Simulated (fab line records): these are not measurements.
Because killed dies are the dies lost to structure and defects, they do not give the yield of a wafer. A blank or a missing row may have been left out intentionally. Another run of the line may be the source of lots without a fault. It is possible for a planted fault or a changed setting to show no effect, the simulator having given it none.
Which tool did it?    flow sfq_line    39 wafers from 13 lots sampled at 2 of the route's 325 steps

## WHAT THE GAUGES READ, wafer by wafer
SFQ_C5_OVL_MEAS_937.
lot   measured      on          C5_OVL (nm)
L617  day 65 07:55  overlay-02  4 0 8
L618  day 70 11:26  overlay-01  4 6 -2
L619  day 70 13:50  overlay-02  5 -2 1
L620  day 70 16:14  overlay-02  13 15 17
L622  day 70 22:14  overlay-02  3 6 9
L623  day 71 00:38  overlay-02  12 15 7
L626  day 71 09:02  overlay-02  4 8 2
L633  day 72 15:44  overlay-02  5 -1 3
L634  day 72 21:43  overlay-01  -1 5 4
L636  day 73 08:53  overlay-02  -8 -6 -8
L638  day 73 14:53  overlay-02  3 4 4
L639  day 73 16:13  overlay-02  13 10 8
L640  day 73 17:25  overlay-02  -1 -1 4

SFQ_M7_RS_MEAS_943: the measuring method here is four-point-probe.
lot   measured      on             M7_NB_RS (ohm/sq)
L617  day 70 04:08  film_metro-01  0.890 0.887 0.894
L618  day 74 19:37  film_metro-04  0.892 0.884 0.893
L619  day 75 00:22  film_metro-04  0.908 0.882 0.896
L620  day 75 02:46  film_metro-04  0.893 0.904 0.901
L622  day 75 08:47  film_metro-04  0.882 0.895 0.893
L623  day 75 12:25  film_metro-04  0.892 0.896 0.895
L626  day 75 17:34  film_metro-03  0.898 0.881 0.883
L633  day 80 04:11  film_metro-04  0.893 0.884 0.886
L634  day 80 06:22  film_metro-03  0.891 0.887 0.883
L636  day 80 17:09  film_metro-01  0.894 0.881 0.883
L638  day 81 01:04  film_metro-04  0.899 0.903 0.908
L639  day 81 02:17  film_metro-03  0.898 0.900 0.911
L640  day 81 03:29  film_metro-01  0.885 0.895 0.896

## EACH LOT AND THE TOOL THAT RAN IT (in order: tool; ch and the chambers of the sampled wafers; start)
There is no process step in the record ahead of these readings.

## AS READ BY THE TOOLS THEMSELVES (means over the sampled wafers that have a number; for cases with no such wafer, the mark the record gives instead)
The record holds no such reading with a usual standard deviation.

## THE ANSWER, worked out from the rows above alone
Rule: usual is defined by the lots themselves. Put in order of their means at a reading, lots are off if they are a third of the lots or fewer, leave a main group of 4 or more, and stand apart from it by a gap of 3 or more times the standard deviation of the main group's means; of several such gaps the widest counts. A main group is skipped when, at the precision printed for the reading in the tables above, its means are all equal. A lot without any number at a reading at which 4 lots or more have one is off too. Any other lot the step has rows for is counted as sound. After the gauges, taken in route order, come the tools' own readings; for these a lot's mean is taken, as printed above. At the first step where some lot is off, the reading lying furthest off is the one used; lots without a number count as furthest.
Nothing can be told from this: no lot is off at any reading shown.

## WHAT HAD BEEN PUT IN BY THE SIMULATOR
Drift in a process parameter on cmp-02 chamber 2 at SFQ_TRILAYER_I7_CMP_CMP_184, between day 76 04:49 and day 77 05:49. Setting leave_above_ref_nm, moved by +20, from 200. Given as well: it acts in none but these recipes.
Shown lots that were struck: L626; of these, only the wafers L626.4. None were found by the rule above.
